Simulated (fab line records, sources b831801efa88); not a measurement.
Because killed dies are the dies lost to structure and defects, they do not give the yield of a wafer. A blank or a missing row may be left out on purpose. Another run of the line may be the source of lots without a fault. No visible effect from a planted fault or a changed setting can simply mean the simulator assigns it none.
fab line records | flow sky130
record: lots: 6 | wafers: 18 | last_day: 50
route steps=708 shown LDD_HVP@288 LDD_LDN@289 PAD_OPEN@708
lots with no fault: from the same line, run without faults
start_h: start of the lot's first displayed wafer, in hours after the record's first day | wait_h: how many hours have passed since the lot's step before this one | " same as the row above | L1.1+2: a row that stands for several wafers | - no value, or no start was given | * or withheld: withheld | < > ~ a bound
route shown NAME@n: a module of which the file shows steps, and the number in the route of the first | usual: mean/standard deviation of fault-free wafers | same: alike in all rows | chamber/n: place in a boat | sites: readings site by site | _std_site: their standard deviation | _edge_site: mean of outer sites minus mean of inner sites | radius_mm: for every site, how far away it sits from the centre of the wafer | mask NAME#n: copy n | behind: tool/chamber where the wafer was last shaped | hold: cause of the lot's hold/its duration in hours/its outcome | device: whichever transistor did not switch (one of n, p or np) | end of line: the same wafers' tests at the end of the route | a step given without rows: its recipe and nothing more | killed: dies lost to structure and defects at the first sort, not the wafer's yield | map: a wafer's dies, marking killed ones x, the rest . and places with no die _
set.NAME: the setting the step ran with; set.NAME@STEP: the setting that earlier step ran with | model.NAME: the simulator's own value behind a step, which no gauge read
a table for each step, a row for each wafer; lots at some steps of the route
services: when a tool's chamber went out of use (start_h, in hours from the record's first day, below 0 if earlier), for how many hours, and the reason
== steps ==
step: SKY_LDD_HVP_TW_MEAS_10
usual: LDD_HVP_TW: 458/4.2
lot.wafer | tool          | chamber | start_h | wait_h | LDD_HVP_TW
L110.1    | film_metro-02 | -       | 556.07  | 0.1    | 457
L110.3    | "             | -       | "       | "      | 460
L110.4    | "             | -       | "       | "      | 461
L112.1    | film_metro-01 | -       | 572.12  | 0.1    | 459
L112.2    | "             | -       | "       | "      | 457
L112.4    | "             | -       | "       | "      | 458
L117.1    | film_metro-03 | -       | 613.42  | 0.1    | 455
L117.4    | "             | -       | "       | "      | 454
L117.5    | "             | -       | "       | "      | 452
L120.2    | film_metro-01 | -       | 634.14  | 0.1    | 459
L120.4    | "             | -       | "       | "      | 460
L120.6    | "             | -       | "       | "      | 459
L125.1    | film_metro-01 | -       | 669.34  | 0.1    | 455
L125.3    | "             | -       | "       | "      | 457
L125.4    | "             | -       | "       | "      | 458
L126.3    | film_metro-03 | -       | 679.91  | 0.1    | 450
L126.4    | "             | -       | "       | "      | 450
L126.5    | "             | -       | "       | "      | 449
step: SKY_LDD_LDN_DEHYDRATE_00
recipe: temp_c: 200 | time_s: 60
step: SKY_LDD_LDN_HMDS_01
recipe: prime_time_s: 60 | prime_temp_c: 120
step: SKY_LDD_LDN_COAT_02
recipe: resist: NOVOLAK | spin_rpm: 3000 | resist_thk_nm: 1140
step: SKY_LDD_LDN_SOFTBAKE_03
recipe: temp_c: 90 | time_s: 60 | resist: NOVOLAK
step: SKY_LDD_LDN_EXPOSE_04
recipe: mask_id: LDNTM | na: 0.6 | source_shape: conventional | sigma_outer: 0.6 | polarization: unpolarized | target_cd_nm: 700 | dose_mj: 140
step: SKY_LDD_LDN_PEB_05
recipe: temp_c: withheld | time_s: * | resist: NOVOLAK
step: SKY_LDD_LDN_DEVELOP_06
recipe: resist: NOVOLAK | developer: TMAH | develop_time_s: 60 | dev_temp_c: 23
step: SKY_LDD_LDN_OVL_MEAS_07
usual: LDD_LDN_OVL: 0.0/1.4
lot.wafer | tool       | chamber | start_h | wait_h | LDD_LDN_OVL[nm]
L110.1    | overlay-02 | -       | 585.20  | 0.1    | 0.0
L110.3    | "          | -       | "       | "      | -0.2
L110.4    | "          | -       | "       | "      | -0.3
L112.1    | overlay-02 | -       | 602.08  | 0.1    | -0.7
L112.2    | "          | -       | "       | "      | 0.0
L112.4    | "          | -       | "       | "      | -2.6
L117.1    | overlay-01 | -       | 641.98  | 0.1    | 0.2
L117.4    | "          | -       | "       | "      | -2.4
L117.5    | "          | -       | "       | "      | -1.3
L120.2    | overlay-02 | -       | 662.54  | 0.1    | -1.0
L120.4    | "          | -       | "       | "      | -0.9
L120.6    | "          | -       | "       | "      | 0.3
L125.1    | overlay-01 | -       | 697.46  | 0.1    | 1.0
L125.3    | "          | -       | "       | "      | 1.7
L125.4    | "          | -       | "       | "      | 2.0
L126.3    | overlay-01 | -       | 707.74  | 0.1    | -0.5
L126.4    | "          | -       | "       | "      | -0.2
L126.5    | "          | -       | "       | "      | -0.6
step: SKY_LDD_LDN_IMPLANT_08
recipe: species: As | energy_kev: 15 | dose_cm2: 1.25e+13 | tilt_deg: withheld | rotation_deg: 23
step: SKY_LDD_LDN_IMPLANT_09
recipe: species: As | energy_kev: 15 | dose_cm2: 1.25e+13 | tilt_deg: withheld | rotation_deg: 113
step: SKY_LDD_LDN_IMPLANT_10
recipe: species: As | energy_kev: 15 | dose_cm2: 1.25e+13 | tilt_deg: withheld | rotation_deg: 203
step: SKY_LDD_LDN_IMPLANT_11
recipe: species: As | energy_kev: 15 | dose_cm2: 1.25e+13 | tilt_deg: withheld | rotation_deg: 293
usual: dose_ions_cm2: 1.2501e+13/1.2e+10 | faraday_current_uA: 70.5/1.5
lot.wafer | tool         | chamber | start_h | wait_h | dose_ions_cm2 | faraday_current_uA
L110.1    | implanter-03 | 0       | 585.69  | 0.1    | 1.2511e+13    | 71.4
L110.3    | "            | 0       | "       | "      | 1.2512e+13    | 68.9
L110.4    | "            | 0       | "       | "      | 1.2495e+13    | 68.7
L112.1    | implanter-03 | 0       | 602.57  | 0.1    | 7.483e+12     | 41.3
L112.2    | "            | 0       | "       | "      | 7.474e+12     | 41.9
L112.4    | "            | 0       | "       | "      | 7.498e+12     | 41.7
L117.1    | implanter-03 | 0       | 642.47  | 0.1    | 7.488e+12     | 41.1
L117.4    | "            | 0       | "       | "      | 7.498e+12     | 43.6
L117.5    | "            | 0       | "       | "      | 7.488e+12     | 42.0
L120.2    | implanter-01 | 0       | 663.04  | 0.1    | 1.2509e+13    | 72.9
L120.4    | "            | 0       | "       | "      | 1.2484e+13    | 71.3
L120.6    | "            | 0       | "       | "      | 1.2507e+13    | 69.0
L125.1    | implanter-03 | 0       | 697.95  | 0.1    | 1.2515e+13    | 69.8
L125.3    | "            | 0       | "       | "      | 1.2497e+13    | 70.2
L125.4    | "            | 0       | "       | "      | 1.2495e+13    | 71.9
L126.3    | implanter-01 | 0       | 708.27  | 0.1    | 1.2491e+13    | 69.4
L126.4    | "            | 0       | "       | "      | 1.2514e+13    | 72.1
L126.5    | "            | 0       | "       | "      | 1.2509e+13    | 69.7
step: SKY_LDD_LDN_STRIP_12
recipe: chemistry: O2/N2 | power_w: 1400 | pressure_mtorr: 1500 | platen_temp_c: withheld | o2_flow_sccm: 3000 | n2_flow_sccm: 300 | overash_fraction: 0.5
usual: drypump_motor_current_A: 5.4/0.33 | oes_product_au: 0.716/0.0052 | strip_time_to_endpoint_s: 14.19/0.04
lot.wafer | tool            | chamber | start_h | wait_h | drypump_motor_current_A | oes_product_au | rf_hours_counter_h | strip_time_to_endpoint_s
L110.1    | plasma_asher-01 | 1       | 585.84  | 0.1    | 4.9                     | 0.717          | 77                 | 14.23
L110.3    | "               | 1       | "       | "      | 4.9                     | 0.710          | -                  | 14.21
L110.4    | "               | 0       | "       | "      | 5.4                     | 0.720          | -                  | 14.20
L112.1    | plasma_asher-03 | 1       | 602.72  | 0.1    | 5.7                     | 0.717          | 47                 | 14.18
L112.2    | "               | 0       | "       | "      | 5.6                     | 0.707          | 47                 | 14.11
L112.4    | "               | 0       | "       | "      | 5.6                     | 0.714          | -                  | 14.15
L117.1    | plasma_asher-03 | 1       | 642.62  | 0.1    | 5.7                     | 0.722          | 51                 | 14.20
L117.4    | "               | 0       | "       | "      | 5.6                     | 0.710          | -                  | 14.21
L117.5    | "               | 0       | "       | "      | 5.6                     | 0.722          | -                  | 14.19
L120.2    | plasma_asher-01 | 0       | 663.17  | 0.1    | 5.4                     | 0.706          | 85                 | 14.20
L120.4    | "               | 1       | "       | "      | 4.9                     | 0.714          | -                  | 14.20
L120.6    | "               | 1       | "       | "      | 4.9                     | 0.731          | -                  | 14.16
L125.1    | plasma_asher-02 | 1       | 698.10  | 0.1    | 5.3                     | 0.718          | 27                 | 14.17
L125.3    | "               | 1       | "       | "      | 5.3                     | 0.712          | -                  | 14.18
L125.4    | "               | 0       | "       | "      | 6.0                     | 0.714          | -                  | 14.16
L126.3    | plasma_asher-01 | 0       | 708.40  | 0.1    | 5.4                     | 0.720          | -                  | 14.26
L126.4    | "               | 1       | "       | "      | 4.9                     | 0.720          | -                  | 14.27
L126.5    | "               | 0       | "       | "      | 5.4                     | 0.717          | -                  | 14.23
step: SKY_LDD_LDN_TW_MEAS_13
usual: LDD_LDN_TW: 1482/12
lot.wafer | tool          | chamber | start_h | wait_h | hold                     | LDD_LDN_TW
L110.1    | film_metro-02 | -       | 585.94  | 0.1    | -                        | 1502
L110.3    | "             | -       | "       | "      | -                        | 1500
L110.4    | "             | -       | "       | "      | -                        | 1510
L112.1    | film_metro-02 | -       | 602.82  | 0.1    | -                        | 1449
L112.2    | "             | -       | "       | "      | -                        | 1450
L112.4    | "             | -       | "       | "      | -                        | 1449
L117.1    | film_metro-03 | -       | 642.72  | 0.1    | await_dispo/0.2h/release | 1416
L117.4    | "             | -       | "       | "      | await_dispo/0.2h/release | 1424
L117.5    | "             | -       | "       | "      | await_dispo/0.2h/release | 1410
L117.1    | film_metro-03 | -       | 642.94  | 0.2    | -                        | 1415
L117.4    | "             | -       | "       | "      | -                        | 1413
L117.5    | "             | -       | "       | "      | -                        | 1412
L120.2    | film_metro-03 | -       | 663.28  | 0.1    | -                        | 1467
L120.4    | "             | -       | "       | "      | -                        | 1464
L120.6    | "             | -       | "       | "      | -                        | 1469
L125.1    | film_metro-04 | -       | 698.20  | 0.1    | -                        | 1479
L125.3    | "             | -       | "       | "      | -                        | 1485
L125.4    | "             | -       | "       | "      | -                        | 1483
L126.3    | film_metro-02 | -       | 708.49  | 0.1    | -                        | 1473
L126.4    | "             | -       | "       | "      | -                        | 1482
L126.5    | "             | -       | "       | "      | -                        | 1479
step: SKY_PAD_OPEN_PROBE_99
usual: killed_at_M0_to_M3: 43/6.9 | killed_at_M4_up: 3.1/1.8 | killed_at_contacts: 24/5.1 | killed_at_front_end: 15/4.8 | killed_at_other: 0.3/0.48 | killed_dies: 86/8.9 | killed_open: 47/6.8 | killed_short: 39/6.3
same: gross_dies: 492 | killed_at_back_side: 0
lot.wafer | tool      | chamber | start_h | wait_h | killed_at_M0_to_M3 | killed_at_M4_up | killed_at_contacts | killed_at_front_end | killed_at_other | killed_dies | killed_open | killed_short | model.etest.tip_sonos.rs_ohm_sq
L110.1    | prober-02 | -       | 1114.78 | 0.1    | 47                 | 3               | 24                 | 18                  | 0               | 92          | 52          | 39           | 2690
L110.3    | prober-02 | -       | 1114.88 | 0.2    | 56                 | 5               | 21                 | 13                  | 0               | 95          | 55          | 40           | 2709
L110.4    | prober-02 | -       | 1114.93 | 0.2    | 42                 | 3               | 23                 | 19                  | 0               | 87          | 49          | 36           | 2696
L112.1    | prober-01 | -       | 1127.28 | 0.1    | 35                 | 4               | 26                 | 14                  | 0               | 79          | 40          | 38           | 2726
L112.2    | prober-01 | -       | 1127.33 | 0.1    | 50                 | 2               | 25                 | 13                  | 0               | 90          | 52          | 37           | 2821
L112.4    | prober-01 | -       | 1127.43 | 0.2    | 52                 | 2               | 28                 | 6                   | 0               | 88          | 47          | 41           | 2742
L117.1    | prober-01 | -       | 1154.33 | 0.1    | 58                 | 4               | 20                 | 16                  | 0               | 98          | 55          | 43           | 2832
L117.4    | prober-01 | -       | 1154.48 | 0.2    | 43                 | 6               | 24                 | 15                  | 1               | 89          | 50          | 39           | 2793
L117.5    | prober-01 | -       | 1154.53 | 0.2    | 44                 | 2               | 26                 | 13                  | 1               | 86          | 46          | 40           | 2783
L120.2    | prober-02 | -       | 1169.10 | 0.1    | 58                 | 4               | 27                 | 13                  | 0               | 102         | 57          | 45           | 2553
L120.4    | prober-02 | -       | 1169.20 | 0.2    | 43                 | 5               | 16                 | 15                  | 0               | 79          | 42          | 37           | 2539
L120.6    | prober-02 | -       | 1169.30 | 0.2    | 33                 | 3               | 32                 | 27                  | 0               | 95          | 52          | 43           | 2533
L125.1    | prober-01 | -       | 1189.33 | 0.1    | 42                 | 3               | 24                 | 14                  | 0               | 83          | 39          | 44           | 2755
L125.3    | prober-01 | -       | 1189.43 | 0.2    | 43                 | 4               | 24                 | 17                  | 0               | 88          | 50          | 38           | 2734
L125.4    | prober-01 | -       | 1189.48 | 0.2    | 37                 | 4               | 22                 | 14                  | 0               | 77          | 43          | 34           | 2752
L126.3    | prober-02 | -       | 1192.12 | 0.2    | 49                 | 2               | 32                 | 19                  | 0               | 102         | 59          | 43           | 2665
L126.4    | prober-02 | -       | 1192.17 | 0.2    | 32                 | 3               | 29                 | 13                  | 0               | 77          | 43          | 34           | 2708
L126.5    | prober-02 | -       | 1192.22 | 0.2    | 55                 | 2               | 27                 | 12                  | 0               | 96          | 53          | 43           | 2648
killed by level:class
L110.1 VIA1:geometric_particle:open=14 VIA2:geometric_particle:open=10 LI_CONTACT:geometric_particle:open=7 CONTACT:geometric_particle:open=7 LOCAL_INTERCONNECT:geometric_particle:short=7 FIELD_ISO:geometric_particle:short=6 VIA3:geometric_particle:open=6 VIA1:geometric_particle:short=6
L110.3 VIA1:geometric_particle:open=17 VIA2:geometric_particle:open=10 CONTACT:geometric_particle:open=8 POLY_GATE:geometric_particle:short=6 LI_CONTACT:geometric_particle:open=6 VIA1:geometric_particle:short=6 VIA3:geometric_particle:short=5 VIA2:geometric_particle:short=4
L110.4 VIA1:geometric_particle:open=10 CONTACT:geometric_particle:open=9 VIA2:geometric_particle:open=8 METAL2:geometric_particle:short=6 FIELD_ISO:geometric_particle:short=5 METAL1:geometric_particle:short=5 FIELD_ISO:geometric_particle:open=4 LOCAL_INTERCONNECT:geometric_particle:short=4
L112.1 VIA1:geometric_particle:open=12 CONTACT:geometric_particle:open=9 METAL1:geometric_particle:short=7 FIELD_ISO:geometric_particle:open=6 LI_CONTACT:geometric_particle:short=5 LOCAL_INTERCONNECT:geometric_particle:short=4 CONTACT:geometric_particle:short=4 FIELD_ISO:geometric_particle:short=3
L112.2 VIA1:geometric_particle:open=21 LI_CONTACT:geometric_particle:open=8 VIA1:geometric_particle:short=7 VIA3:geometric_particle:open=6 CONTACT:geometric_particle:open=6 CONTACT:geometric_particle:short=6 POLY_GATE:geometric_particle:short=3 METAL1:geometric_particle:short=3
L112.4 VIA1:geometric_particle:open=13 VIA1:geometric_particle:short=9 LI_CONTACT:geometric_particle:open=8 METAL1:geometric_particle:short=7 CONTACT:geometric_particle:open=6 VIA2:geometric_particle:open=6 VIA3:geometric_particle:open=6 CONTACT:geometric_particle:short=5
L117.1 VIA1:geometric_particle:open=16 LI_CONTACT:geometric_particle:open=11 VIA1:geometric_particle:short=7 FIELD_ISO:geometric_particle:short=6 METAL2:geometric_particle:short=6 VIA2:geometric_particle:open=6 VIA3:geometric_particle:open=6 CONTACT:geometric_particle:open=5
L117.4 VIA1:geometric_particle:open=14 CONTACT:geometric_particle:open=10 FIELD_ISO:geometric_particle:short=7 VIA2:geometric_particle:open=7 LI_CONTACT:geometric_particle:open=6 VIA3:geometric_particle:open=6 METAL4:geometric_particle:short=6 POLY_GATE:geometric_particle:short=5
L117.5 CONTACT:geometric_particle:open=11 VIA1:geometric_particle:short=7 VIA2:geometric_particle:open=6 LI_CONTACT:geometric_particle:open=6 VIA1:geometric_particle:open=6 METAL2:geometric_particle:short=6 VIA3:geometric_particle:open=5 POLY_GATE:geometric_particle:open=4
L120.2 VIA1:geometric_particle:open=16 CONTACT:geometric_particle:open=9 METAL3:geometric_particle:short=8 METAL1:geometric_particle:short=7 VIA2:geometric_particle:open=7 METAL2:geometric_particle:short=6 VIA3:geometric_particle:open=5 LI_CONTACT:geometric_particle:open=5
L120.4 VIA3:geometric_particle:open=8 VIA2:geometric_particle:open=7 CONTACT:geometric_particle:open=6 LI_CONTACT:geometric_particle:open=5 VIA1:geometric_particle:open=5 POLY_GATE:geometric_particle:open=4 VIA2:geometric_particle:short=4 POLY_GATE:geometric_particle:short=4
L120.6 VIA2:geometric_particle:open=11 LI_CONTACT:geometric_particle:open=9 CONTACT:geometric_particle:short=9 POLY_GATE:geometric_particle:open=7 CONTACT:geometric_particle:open=6 FIELD_ISO:geometric_particle:open=5 POLY_GATE:geometric_particle:short=5 LOCAL_INTERCONNECT:geometric_particle:short=5
L125.1 FIELD_ISO:geometric_particle:short=7 LI_CONTACT:geometric_particle:open=7 VIA3:geometric_particle:open=7 CONTACT:geometric_particle:open=7 VIA1:geometric_particle:open=6 VIA2:geometric_particle:short=6 METAL1:geometric_particle:short=5 FIELD_ISO:geometric_particle:open=4
L125.3 VIA1:geometric_particle:open=12 CONTACT:geometric_particle:open=9 METAL2:geometric_particle:short=7 VIA2:geometric_particle:open=6 FIELD_ISO:geometric_particle:open=5 VIA1:geometric_particle:short=5 LOCAL_INTERCONNECT:geometric_particle:short=4 CONTACT:geometric_particle:short=4
L125.4 CONTACT:geometric_particle:open=9 VIA1:geometric_particle:open=9 LI_CONTACT:geometric_particle:open=6 METAL1:geometric_particle:short=6 VIA1:geometric_particle:short=6 FIELD_ISO:geometric_particle:open=5 METAL2:geometric_particle:short=4 POLY_GATE:geometric_particle:open=3
L126.3 VIA1:geometric_particle:open=17 LI_CONTACT:geometric_particle:open=13 VIA3:geometric_particle:open=7 VIA1:geometric_particle:short=6 FIELD_ISO:geometric_particle:open=5 POLY_GATE:geometric_particle:short=5 LOCAL_INTERCONNECT:geometric_particle:short=5 CONTACT:geometric_particle:short=5
L126.4 CONTACT:geometric_particle:open=9 LI_CONTACT:geometric_particle:open=8 VIA2:geometric_particle:open=6 VIA3:geometric_particle:open=6 CONTACT:geometric_particle:short=5 VIA1:geometric_particle:open=5 FIELD_ISO:geometric_particle:short=4 POLY_GATE:geometric_particle:short=3
L126.5 VIA1:geometric_particle:open=15 LI_CONTACT:geometric_particle:open=9 VIA2:geometric_particle:open=8 CONTACT:geometric_particle:open=7 METAL1:geometric_particle:short=7 VIA3:geometric_particle:short=6 FIELD_ISO:geometric_particle:open=5 VIA3:geometric_particle:open=5
== services ==
tool            | chamber | start_h | hours | kind
implanter-01    | -       | 598.18  | 2.0   | repair
plasma_asher-01 | -       | 598.80  | 4.2   | repair
plasma_asher-01 | -       | 629.78  | 0.9   | repair
plasma_asher-03 | -       | 664.83  | 2.4   | repair
plasma_asher-02 | -       | 664.91  | 2.8   | pm
implanter-01    | -       | 693.40  | 2.8   | repair
plasma_asher-01 | -       | 705.47  | 2.8   | pm
== key ==
first_sign: step: SKY_LDD_LDN_IMPLANT_11 | reading: dose_ions_cm2 | direction: down | sigmas: 99+ | usual: * | struck: *
effect: step: SKY_LDD_LDN_IMPLANT_11 | reading: faraday_current_uA | direction: down | sigmas: 19 | usual: 70.5 | struck: 41.9
effect: step: SKY_LDD_LDN_TW_MEAS_13 | reading: visit | direction: added
model_effect: step: SKY_PAD_OPEN_PROBE_99 | value: etest.tip_sonos.rs_ohm_sq | without: 2629 | struck: 2783
met_at SKY_LDD_LDN_IMPLANT_11
struck_wafers L112.1,L112.2,L112.4,L117.1,L117.4,L117.5
tester_left_out L112,L117
onset_between 585.69 602.57
fault: kind: process_parameter_drift | tool: implanter-03 | chamber: - | onset_h: 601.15 | steps: SKY_LDD_LDN_IMPLANT_11 | channel: dose_cm2 | offset: * | shape: step | end_h: 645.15 | acts_in: * | stated: *
tester_left_out: of these lots the tester's yield and bins aren't shown, on N5 and GAA mostly nor the transistor test; their killed dies are dies lost to structure and defects alone, not to doping, threshold or leakage, so they don't give the yield
